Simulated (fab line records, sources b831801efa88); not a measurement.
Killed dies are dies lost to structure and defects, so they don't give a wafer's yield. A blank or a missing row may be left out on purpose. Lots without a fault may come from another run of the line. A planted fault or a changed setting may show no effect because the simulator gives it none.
Which tool did it? | flow gf180mcu | 24 lots, 72 wafers sampled, at 6 steps of a route of 602

WHAT THE GAUGES READ, wafer by wafer
GF_CONTACT_THK_MEAS_03. Usual: CONTACT_CVD_02_THK 858 nm, standard deviation 12.
lot  | measured     | on            | CONTACT_CVD_02_THK (nm) | flag
L074 | day 15 06:37 | film_metro-01 | 848 842 850             |
L075 | day 15 11:18 | film_metro-04 | 859 893 873             |
L076 | day 16 02:40 | film_metro-02 | 865 868 859             |
L077 | day 16 10:06 | film_metro-04 | 861 838 865             |
L079 | day 16 21:32 | film_metro-01 | 860 849 853             |
L078 | day 17 01:32 | film_metro-01 | 836 872 847             |
L080 | day 17 07:39 | film_metro-01 | 848 855 884             |
L081 | day 17 16:39 | film_metro-04 | 853 851 883             |
L082 | day 18 05:00 | film_metro-02 | 836 863 884             |
L083 | day 18 11:48 | film_metro-04 | 839 847 857             |
L084 | day 18 19:13 | film_metro-04 | 848 845 859             |
L085 | day 19 04:09 | film_metro-02 | 857 851 868             |
L086 | day 19 12:06 | film_metro-04 | 850 848 876             |
L087 | day 19 19:23 | film_metro-01 | 851 854 863             |
L088 | day 20 03:55 | film_metro-01 | 846 874 873             |
L089 | day 20 09:34 | film_metro-04 | 861 865 871             |
L090 | day 20 21:04 | film_metro-02 | 848 843 860             |
L091 | day 21 08:35 | film_metro-02 | 854 872 888             |
L092 | day 21 13:00 | film_metro-04 | 861 842 857             |
L093 | day 21 18:59 | film_metro-04 | 862 863 879             |
L094 | day 22 05:52 | film_metro-02 | 847 856 857             |
L095 | day 22 14:26 | film_metro-04 | 836 839 872             |
L096 | day 22 20:43 | film_metro-04 | 836 857 863             |
L097 | day 23 09:53 | film_metro-01 | 870 858 885             |

GF_M5_OVL_MEAS_08. Usual: M5_OVL 1 nm, standard deviation 5.3.
lot  | measured     | on         | M5_OVL (nm) | flag
L074 | day 26 09:50 | overlay-02 | -7 0 -6     |
L075 | day 26 14:37 | overlay-01 | -2 5 9      |
L076 | day 27 06:05 | overlay-02 | 3 2 2       |
L077 | day 27 11:47 | overlay-02 | -1 1 0      |
L079 | day 27 21:05 | overlay-01 | 4 8 15      |
L078 | day 28 01:11 | overlay-01 | -4 1 -2     |
L080 | day 28 07:32 | overlay-02 | 1 8 0       |
L081 | day 28 15:02 | overlay-02 | -2 2 -8     |
L082 | day 29 01:01 | overlay-02 | -4 -9 -8    |
L083 | day 29 06:50 | overlay-01 | 3 -2 -6     |
L084 | day 29 12:14 | overlay-01 | 3 4 3       |
L085 | day 29 19:20 | overlay-01 | -12 -10 2   |
L086 | day 30 02:29 | overlay-01 | -2 -5 -4    |
L087 | day 30 07:23 | overlay-01 | 6 4 9       |
L088 | day 30 12:05 | overlay-01 | 3 6 0       |
L089 | day 30 17:23 | overlay-01 | 3 4 6       |
L090 | day 31 03:43 | overlay-01 | -7 6 -5     |
L091 | day 31 08:22 | overlay-02 | -6 -5 -2    |
L092 | day 31 16:19 | overlay-01 | 8 13 5      |
L093 | day 31 20:13 | overlay-02 | -1 -3 -2    |
L094 | day 32 00:49 | overlay-01 | 4 5 4       |
L095 | day 32 09:19 | overlay-01 | 4 3 10      |
L096 | day 32 16:10 | overlay-02 | 3 3 0       |
L097 | day 32 21:34 | overlay-02 | 1 -4 2      |

GF_PASSIVATION_BOW_MEAS_14. Usual: PASSIVATION_BOW 138 um, standard deviation 9.6.
lot  | measured     | on            | PASSIVATION_BOW (um) | flag
L074 | day 29 03:06 | film_metro-01 | 137 133 129          |
L075 | day 29 08:42 | film_metro-01 | 153 148 151          |
L076 | day 29 21:45 | film_metro-04 | 142 136 139          |
L077 | day 30 03:23 | film_metro-02 | 131 153 139          |
L079 | day 30 12:28 | film_metro-04 | 133 134 139          |
L078 | day 30 16:00 | film_metro-01 | 139 132 135          |
L080 | day 30 21:24 | film_metro-01 | 132 136 130          |
L081 | day 31 05:06 | film_metro-02 | 126 132 132          |
L082 | day 31 13:22 | film_metro-04 | 145 142 152          |
L083 | day 31 20:34 | film_metro-04 | 145 151 144          |
L084 | day 32 01:10 | film_metro-04 | 139 143 152          |
L085 | day 32 06:52 | film_metro-02 | 139 158 148          |
L086 | day 32 11:22 | film_metro-01 | 137 141 132          |
L087 | day 32 16:58 | film_metro-02 | 142 141 132          |
L088 | day 32 21:40 | film_metro-04 | 113 111 128          |
L089 | day 33 00:43 | film_metro-04 | 144 137 137          |
L090 | day 33 12:14 | film_metro-04 | 135 141 141          |
L091 | day 33 15:23 | film_metro-04 | 142 129 140          |
L092 | day 33 22:20 | film_metro-02 | 121 133 137          |
L093 | day 34 02:38 | film_metro-01 | 124 131 129          |
L094 | day 34 05:34 | film_metro-02 | 137 140 138          |
L095 | day 34 13:47 | film_metro-02 | 156 139 146          |
L096 | day 34 19:18 | film_metro-01 | 128 126 136          |
L097 | day 35 00:49 | film_metro-01 | 156 148 162          |

WHICH TOOL RAN EACH LOT (tool, then ch and the chambers of the sampled wafers, then the start)
lot  | GF_MIM_CVD_05                   | GF_MIM_STRIP_20                      | GF_V5_SPUTTER_22
L074 | pecvd-03 ch 0,1,2, day 24 14:48 | plasma_asher-04 ch 0,1, day 25 12:17 | pvd_sputter-02, day 27 08:05
L075 | pecvd-04 ch 0,2, day 24 19:19   | plasma_asher-01 ch 0,1, day 25 16:51 | pvd_sputter-02, day 27 13:47
L076 | pecvd-01 ch 0,1,2, day 25 13:04 | plasma_asher-04 ch 0,1, day 26 10:02 | pvd_sputter-03, day 28 03:41
L077 | pecvd-04 ch 0,1, day 25 18:13   | plasma_asher-03 ch 0, day 26 15:11   | pvd_sputter-03, day 28 09:43
L079 | pecvd-03 ch 0,1,2, day 26 04:47 | plasma_asher-04 ch 0,1, day 27 01:04 | pvd_sputter-04, day 28 18:49
L078 | pecvd-04 ch 0,1, day 26 09:07   | plasma_asher-04 ch 0,1, day 27 04:57 | pvd_sputter-02, day 28 23:01
L080 | pecvd-04 ch 1,2, day 26 15:19   | plasma_asher-04 ch 1, day 27 11:33   | pvd_sputter-04, day 29 05:04
L081 | pecvd-04 ch 1,2, day 26 22:34   | plasma_asher-03 ch 0,1, day 27 18:53 | pvd_sputter-04, day 29 12:42
L082 | pecvd-03 ch 0,1, day 27 09:35   | plasma_asher-04 ch 0,1, day 28 05:41 | pvd_sputter-04, day 29 22:31
L083 | pecvd-04 ch 0,1, day 27 15:34   | plasma_asher-01 ch 0,1, day 28 11:19 | pvd_sputter-04, day 30 04:46
L084 | pecvd-03 ch 0,2, day 27 21:56   | plasma_asher-04 ch 0,1, day 28 16:55 | pvd_sputter-03, day 30 09:28
L085 | pecvd-01 ch 0,1,2, day 28 04:37 | plasma_asher-01 ch 0,1, day 28 23:54 | pvd_sputter-03, day 30 16:16
L086 | pecvd-04 ch 0,1,2, day 28 11:53 | plasma_asher-01 ch 0,1, day 29 07:08 | pvd_sputter-03, day 30 22:43
L087 | pecvd-01 ch 1,2, day 28 17:38   | plasma_asher-03 ch 0,1, day 29 12:22 | pvd_sputter-02, day 31 03:28
L088 | pecvd-01 ch 0,2, day 28 22:20   | plasma_asher-04 ch 0,1, day 29 16:56 | pvd_sputter-04, day 31 07:53
L089 | pecvd-03 ch 0,1, day 29 04:18   | plasma_asher-03 ch 0,1, day 29 23:07 | pvd_sputter-04, day 31 12:46
L090 | pecvd-04 ch 0,2, day 29 14:04   | plasma_asher-03 ch 0,1, day 30 09:28 | pvd_sputter-04, day 32 00:22
L091 | pecvd-04 ch 1,2, day 29 20:20   | plasma_asher-01 ch 1, day 30 14:49   | pvd_sputter-04, day 32 02:53
L092 | pecvd-01 ch 1,2, day 30 03:24   | plasma_asher-01 ch 0,1, day 30 21:34 | pvd_sputter-04, day 32 10:49
L093 | pecvd-03 ch 1,2, day 30 08:40   | plasma_asher-04 ch 0,1, day 31 02:50 | pvd_sputter-04, day 32 15:23
L094 | pecvd-04 ch 0,2, day 30 13:29   | plasma_asher-03 ch 0,1, day 31 07:26 | pvd_sputter-03, day 32 18:46
L095 | pecvd-04 ch 1,2, day 30 22:55   | plasma_asher-03 ch 0,1, day 31 16:35 | pvd_sputter-02, day 33 03:34
L096 | pecvd-03 ch 0,1,2, day 31 03:19 | plasma_asher-01 ch 0,1, day 31 22:59 | pvd_sputter-02, day 33 09:46
L097 | pecvd-04 ch 0,2, day 31 11:37   | plasma_asher-04 ch 0,1, day 32 04:49 | pvd_sputter-03, day 33 15:44
- GF_MIM_CVD_05: deposits Si3N4, target thk 42 nm, time 29.086 s.
- GF_MIM_STRIP_20: strips in O2/N2.
- GF_V5_SPUTTER_22: material TiN, target thk 10 nm, time 40 s.

WHAT THE TOOLS THEMSELVES READ (means of the sampled wafers that have a number; where no wafer has one, the mark that the record gives instead)
GF_MIM_CVD_05. Usual: heater_power_w 621 W, standard deviation 100.
lot  | tool     | heater_power_w (W) | flag
L074 | pecvd-03 | 746                |
L075 | pecvd-04 | 526                |
L076 | pecvd-01 | 618                |
L077 | pecvd-04 | 589                |
L079 | pecvd-03 | 729                |
L078 | pecvd-04 | 521                |
L080 | pecvd-04 | 571                |
L081 | pecvd-04 | 636                |
L082 | pecvd-03 | 623                |
L083 | pecvd-04 | 619                |
L084 | pecvd-03 | 671                |
L085 | pecvd-01 | 581                |
L086 | pecvd-04 | 584                |
L087 | pecvd-01 | 586                |
L088 | pecvd-01 | 578                |
L089 | pecvd-03 | 620                |
L090 | pecvd-04 | 513                |
L091 | pecvd-04 | 648                |
L092 | pecvd-01 | 553                |
L093 | pecvd-03 | 799                |
L094 | pecvd-04 | 526                |
L095 | pecvd-04 | 606                |
L096 | pecvd-03 | 709                |
L097 | pecvd-04 | 539                |

GF_MIM_STRIP_20. Usual: drypump_motor_current_A 5.6 A, standard deviation 0.33; heater_power_w 308 W, standard deviation 34; oes_product_au 0.692 a.u., standard deviation 0.0052; strip_time_to_endpoint_s 11.23 s, standard deviation 0.054.
lot  | tool            | drypump_motor_current_A (A) | heater_power_w (W) | oes_product_au (a.u.) | strip_time_to_endpoint_s (s) | flag
L074 | plasma_asher-04 | 5.4                         | 298                | 0.690                 | 11.19                        |
L075 | plasma_asher-01 | 5.9                         | 353                | 0.697                 | 11.32                        |
L076 | plasma_asher-04 | 5.4                         | 300                | 0.692                 | 11.24                        |
L077 | plasma_asher-03 | 5.2                         | 293                | 0.695                 | 11.30                        |
L079 | plasma_asher-04 | 5.4                         | 307                | 0.697                 | 11.27                        |
L078 | plasma_asher-04 | 5.4                         | 298                | 0.691                 | 11.24                        |
L080 | plasma_asher-04 | 5.3                         | 313                | 0.694                 | 11.27                        |
L081 | plasma_asher-03 | 5.6                         | 292                | 0.694                 | 11.25                        |
L082 | plasma_asher-04 | 5.4                         | 305                | 0.689                 | 11.22                        |
L083 | plasma_asher-01 | 5.9                         | 354                | 0.691                 | 11.22                        |
L084 | plasma_asher-04 | 5.4                         | 291                | 0.695                 | 11.28                        |
L085 | plasma_asher-01 | 5.9                         | 356                | 0.697                 | 11.26                        |
L086 | plasma_asher-01 | 6.1                         | 319                | 0.688                 | 11.25                        |
L087 | plasma_asher-03 | 5.7                         | 301                | 0.694                 | 11.22                        |
L088 | plasma_asher-04 | 5.4                         | 305                | 0.692                 | 11.27                        |
L089 | plasma_asher-03 | 5.4                         | 291                | 0.691                 | 11.14                        |
L090 | plasma_asher-03 | 5.6                         | 293                | 0.685                 | 11.20                        |
L091 | plasma_asher-01 | 6.2                         | 288                | 0.692                 | 11.25                        |
L092 | plasma_asher-01 | 5.9                         | 356                | 0.696                 | 11.27                        |
L093 | plasma_asher-04 | 5.4                         | 293                | 0.687                 | 11.23                        |
L094 | plasma_asher-03 | 5.4                         | 293                | 0.692                 | 11.18                        |
L095 | plasma_asher-03 | 5.4                         | 289                | 0.695                 | 11.23                        |
L096 | plasma_asher-01 | 5.9                         | 356                | 0.691                 | 11.19                        |
L097 | plasma_asher-04 | 5.4                         | 305                | 0.691                 | 11.19                        |

GF_V5_SPUTTER_22. Usual: throttle_valve_pct 30.3 %, standard deviation 1.2.
lot  | tool           | throttle_valve_pct (%) | flag
L074 | pvd_sputter-02 | 29.4                   |
L075 | pvd_sputter-02 | 29.5                   |
L076 | pvd_sputter-03 | 30.5                   |
L077 | pvd_sputter-03 | 30.6                   |
L079 | pvd_sputter-04 | 30.9                   |
L078 | pvd_sputter-02 | 29.9                   |
L080 | pvd_sputter-04 | 30.1                   |
L081 | pvd_sputter-04 | 31.1                   |
L082 | pvd_sputter-04 | 29.5                   |
L083 | pvd_sputter-04 | 31.0                   |
L084 | pvd_sputter-03 | 30.4                   |
L085 | pvd_sputter-03 | 30.4                   |
L086 | pvd_sputter-03 | 30.7                   |
L087 | pvd_sputter-02 | 30.3                   |
L088 | pvd_sputter-04 | 30.3                   |
L089 | pvd_sputter-04 | 31.1                   |
L090 | pvd_sputter-04 | 29.6                   |
L091 | pvd_sputter-04 | 30.2                   |
L092 | pvd_sputter-04 | 28.9                   |
L093 | pvd_sputter-04 | 31.0                   |
L094 | pvd_sputter-03 | 30.0                   |
L095 | pvd_sputter-02 | 30.2                   |
L096 | pvd_sputter-02 | 30.3                   |
L097 | pvd_sputter-03 | 30.6                   |

THE ANSWER, worked out from the rows above alone
Rule: a lot is off if the mean of its wafers that have a number lies more than 3 standard deviations from the usual mean. A lot without any number at a reading at which 4 lots or more have one is off too. The other lots that the step has rows for count as sound. The gauges are gone through in route order, then the tools' own readings, and for those a lot's mean is taken as printed above. The first step at which some lot is off is used, and at that step the reading that is off furthest; a lot without a number counts as furthest.
No lot is off at any reading shown: from this, nothing can be told.

WHAT THE SIMULATOR HAD PUT IN
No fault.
